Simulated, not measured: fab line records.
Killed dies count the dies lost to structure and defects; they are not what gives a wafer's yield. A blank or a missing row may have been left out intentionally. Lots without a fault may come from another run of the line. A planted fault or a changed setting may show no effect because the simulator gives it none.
Matching of chambers	flow gf180mcu	4 sister chambers for GF_CONTACT_CMP_27 on cmp-02
The step polishes, stops on SiO2, t overpolish 15 s, target thk 0 nm. 15 wafers are shown with their chamber, then 7 later ones without.

== WAFERS WITH THEIR CHAMBER ==
wafer	chamber	motor_current_A (A)	time_to_endpoint_s (s)	overpolish_run_s (s)
L344.1	1	13.4	72	14.993
L344.5	3	12.1	73	15.002
L344.6	0	12.4	83	15.005
L346.4	3	12.3	72	14.995
L346.5	2	9.5	75	15.002
L346.6	3	12.2	73	15.013
L347.2	1	13.2	72	15.000
L347.3	3	12.2	73	15.006
L347.6	0	12.2	77	15.000
L349.1	3	12.3	73	15.011
L349.3	0	11.8	83	15.002
L349.4	1	13.4	71	15.000
L352.2	1	12.8	72	14.990
L352.4	2	9.8	69	15.001
L352.6	0	11.6	81	15.005

SIGNATURES (averages over the wafers above)
reading	chamber 0	chamber 1	chamber 2	chamber 3	scatter within a chamber
motor_current_A	12.000	13.200	9.650	12.220	0.255
time_to_endpoint_s	81.00	71.75	72.00	72.80	1.99
overpolish_run_s	15.00300	14.99575	15.00150	15.00540	0.00526
Rule: for a wafer and a chamber, the distance is found by dividing, reading by reading, the gap between the wafer's reading and the chamber's mean by the reading's scatter, squaring, summing and taking the root. If the next closest chamber is less than 2 further off than the closest, the wafer can't be placed; otherwise it belongs to the closest. The scatter: the root of (the sum of the squares of (reading less its chamber's mean) over the shown wafers, divided by (wafers less chambers)).

== WAFERS WHOSE CHAMBER IS MISSING ==
wafer	motor_current_A (A)	time_to_endpoint_s (s)	overpolish_run_s (s)
L360.3	12.6	73	14.998
L363.3	13.7	72	14.998
L363.4	11.8	83	14.999
L363.6	13.2	75	15.017
L367.3	12.5	78	15.002
L367.4	13.7	72	14.996
L367.5	11.9	69	14.998

== EACH ONE'S CHAMBER ==
wafer	from the rows above	in truth
L360.3	can't be placed: 3 or 1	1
L363.3	1	1
L363.4	0	0
L363.6	can't be placed: 1 or 3 or 0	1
L367.3	can't be placed: 0 or 3 or 1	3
L367.4	1	1
L367.5	3	3
Correctly placed: 4 of 7. Not placeable from these rows: 3 (in 3, the candidates include the true chamber). 0 placed wrongly.
